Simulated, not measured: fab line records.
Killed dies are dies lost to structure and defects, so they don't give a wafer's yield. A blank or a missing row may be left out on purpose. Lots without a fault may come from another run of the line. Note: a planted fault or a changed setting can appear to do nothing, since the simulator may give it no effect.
Problem report, 8D (eight disciplines) form, completed by code	flow sky130	the parts of the form that need people (team, actions taken, sign-off) are left out

== 1. THE PROBLEM ==
Mean CAPM_CVD_00_THK at SKY_CAPM_THK_MEAS_01: 13.02 nm over 3 wafers in 2 lots; fault-free wafers: 15.46 nm, standard deviation 0.29. That puts it -8.4 standard deviations away from the usual mean.
First seen on wafer L270.2, day 41 00:07, on film-metro-04. Wafers with a number at this step in the record: 42, from 14 lots. Rule for "out" (also "out of limits"): further than 4 standard deviations from the usual mean. The other wafers with a number count as sound.

== 2. WHAT IT IS AND WHAT IT IS NOT ==
question	is	is not
which readings at this step	CAPM_CVD_00_THK	-
which lots	L270, L274	L255, L256, L257, L260, L262, L264, L265, L266, L269, L276, L277, L278
which wafers of those lots	L270.2, L270.6, L274.6	L270.1, L274.4, L274.5
read on which gauges	film-metro-01, film-metro-04	-
when	from day 41 00:07	up to then (28 sound wafers); but 11 sound wafers of L274, L276, L277, L278 came after

== 3. SUSPECTS, AND WHAT RULES EACH OUT ==
Counting: any tool at a process step up to the reading remains a suspect provided it ran every lot that is out. Sound lots after the first of them don't rule it out here, since some wafers of a struck lot are sound.
- the gauge at SKY_CAPM_THK_MEAS_01 is ruled out. 2 gauges (film-metro-01, film-metro-04) read the wafers that are out.
- pvd-sputter-02 at SKY_METAL3_SPUTTER_04 (material TiN, target thk 70 nm, time 58.3 s): kept. Ran every lot that is out, first one L270 (day 41 00:03); last sound lot up to then L266 (day 40 10:46).
- pecvd-04 at SKY_CAPM_CVD_00 (deposits SiO2, target thk 15.5 nm): kept. Ran every lot that is out, first one L270 (day 41 00:06); last sound lot up to then L266 (day 40 10:49).
- pecvd-04, SKY_CAPM_CVD_00: wafers that are out in chamber 0, sound lot-mates in chambers 1, 2.
Remaining after the count are pvd-sputter-02 at SKY_METAL3_SPUTTER_04 and pecvd-04 at SKY_CAPM_CVD_00.

== 4. THE CAUSE (what the simulator had put in) ==
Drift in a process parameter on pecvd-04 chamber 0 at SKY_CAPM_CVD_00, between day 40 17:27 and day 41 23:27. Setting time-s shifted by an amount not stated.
This tool is one of the 2 suspects left after counting.

== 5. THE CHAIN OF EFFECTS, in route order ==
Each row: a reading where the mean over the struck wafers with a number is more than 3 standard deviations away from the usual. Scope: only readings with a usual standard deviation given in the record; hours: median across lots of the time from each lot's start at the first step in this table that gives one to its start at this step; sigmas: change in usual standard deviations.
hours	step	reading	usual	on struck wafers	change	sigmas
0	SKY_CAPM_THK_MEAS_01	CAPM_CVD_00_THK	15.46 nm	13.02	-2.44	-8.4
48	SKY_METAL3_ETCH_17	oes-product-au	0.753 a.u.	0.692	-0.061	-7.2
Process steps it contains:
- SKY_METAL3_ETCH_17: etches SiO2 in C4F8/O2/Ar, stops on TiN, time 3.9 s, target depth 15 nm.

== 6. WHAT WOULD HAVE CAUGHT IT SOONER ==
The first out-of-limits reading at a measuring or inspecting step in this record came at day 41 00:07, 7 hours after the fault's start at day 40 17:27.
No tool reading at SKY_CAPM_CVD_00 that has a usual standard deviation in the record was out on any struck wafer, so an alarm limit of 4 standard deviations on those readings would not have fired.
Of the lots that are out (2), L274 began SKY_CAPM_CVD_00 on pecvd-04 after day 41 00:07. A tool hold placed at that time would have kept it from harm.
